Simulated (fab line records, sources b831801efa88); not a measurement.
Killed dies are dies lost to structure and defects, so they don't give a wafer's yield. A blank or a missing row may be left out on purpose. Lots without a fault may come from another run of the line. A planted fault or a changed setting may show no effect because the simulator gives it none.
Which tool did it? | flow sky130 | 14 lots, 40 wafers sampled, at 2 steps of a route of 708

WHAT THE GAUGES READ, wafer by wafer
SKY_METAL1_CD_MEAS_15: target cd 140 nm.
lot  | measured     | on        | cd_nm (nm)
L118 | day 33 13:08 | cd_sem-02 | 137.7 137.2 139.0
L119 | day 33 17:08 | cd_sem-01 | 142.3 142.1 142.0
L121 | day 33 21:07 | cd_sem-02 | 140.3 138.6 139.9
L127 | day 36 02:21 | cd_sem-01 | 140.9 91.5 141.4 91.7
L128 | day 36 13:58 | cd_sem-02 | 138.1 84.8 138.2 84.6
L132 | day 37 12:44 | cd_sem-02 | 141.5 141.3 141.3
L133 | day 38 01:40 | cd_sem-02 | 138.4 139.4 139.8
L135 | day 38 08:40 | cd_sem-01 | 140.4 139.7 139.2
L136 | day 38 12:19 | cd_sem-01 | 136.7 138.3 136.4
L137 | day 38 20:14 | cd_sem-01 | 141.0 139.9 140.3
L138 | day 39 02:41 | cd_sem-01 | 140.9 139.5 139.5
L139 | day 39 08:31 | cd_sem-02 | 139.8 139.1 140.3
L141 | day 39 14:05 | cd_sem-02 | 139.2 138.5 138.1
L140 | day 39 16:04 | cd_sem-01 | 137.9 139.0 136.9

WHICH TOOL RAN EACH LOT (tool, then ch and the chambers of the sampled wafers, then the start)
lot  | SKY_METAL1_EXPOSE_12
L118 | krf_scanner-01 ch 0, day 33 00:40
L119 | krf_scanner-01 ch 0, day 33 04:01
L121 | krf_scanner-02 ch 0, day 33 07:55
L127 | krf_scanner-01 ch 0, day 35 13:48
L128 | krf_scanner-01 ch 0, day 36 01:03
L132 | krf_scanner-02 ch 0, day 36 23:33
L133 | krf_scanner-02 ch 0, day 37 13:50
L135 | krf_scanner-02 ch 0, day 37 20:28
L136 | krf_scanner-02 ch 0, day 38 00:40
L137 | krf_scanner-02 ch 0, day 38 07:17
L138 | krf_scanner-02 ch 0, day 38 14:16
L139 | krf_scanner-02 ch 0, day 38 21:08
L141 | krf_scanner-01 ch 0, day 39 02:22
L140 | krf_scanner-01 ch 0, day 39 04:22
- SKY_METAL1_EXPOSE_12: exposes mask MM1, target cd 140 nm.

WHAT THE TOOLS THEMSELVES READ (means of the sampled wafers that have a number; where no wafer has one, the mark that the record gives instead)
SKY_METAL1_EXPOSE_12.
lot  | tool           | stage_vel_mm_s (mm/s)
L118 | krf_scanner-01 | 500.10
L119 | krf_scanner-01 | 500.02
L121 | krf_scanner-02 | 500.02
L127 | krf_scanner-01 | 500.35
L128 | krf_scanner-01 | 500.14
L132 | krf_scanner-02 | 500.11
L133 | krf_scanner-02 | 500.21
L135 | krf_scanner-02 | 500.26
L136 | krf_scanner-02 | 499.67
L137 | krf_scanner-02 | 499.81
L138 | krf_scanner-02 | 500.10
L139 | krf_scanner-02 | 499.88
L141 | krf_scanner-01 | 499.83
L140 | krf_scanner-01 | 500.20

THE ANSWER, worked out from the rows above alone
Rule: what is usual is taken from the lots themselves. Put in order of their means at a reading, lots are off if they are a third of the lots or fewer, leave a main group of 4 or more, and stand apart from it by a gap of 3 or more times the standard deviation of the main group's means; of several such gaps the widest counts. A main group whose means are all the same, to the digits that the tables above print for the reading, isn't used. A lot without any number at a reading at which 4 lots or more have one is off too. The other lots that the step has rows for count as sound. The gauges are gone through in route order, then the tools' own readings, and for those a lot's mean is taken as printed above. The first step at which some lot is off is used, and at that step the reading that is off furthest; a lot without a number counts as furthest.
Off: L127, L128, at SKY_METAL1_CD_MEAS_15 (cd_nm). The main group: mean 139.5 nm, standard deviation 1.4.
A tool fits if, at a process step before that reading, it ran every lot that is off, and no sound lot after the first of them. The gauges at SKY_METAL1_CD_MEAS_15 are tried like those tools. None of those tried fits.

WHAT THE SIMULATOR HAD PUT IN
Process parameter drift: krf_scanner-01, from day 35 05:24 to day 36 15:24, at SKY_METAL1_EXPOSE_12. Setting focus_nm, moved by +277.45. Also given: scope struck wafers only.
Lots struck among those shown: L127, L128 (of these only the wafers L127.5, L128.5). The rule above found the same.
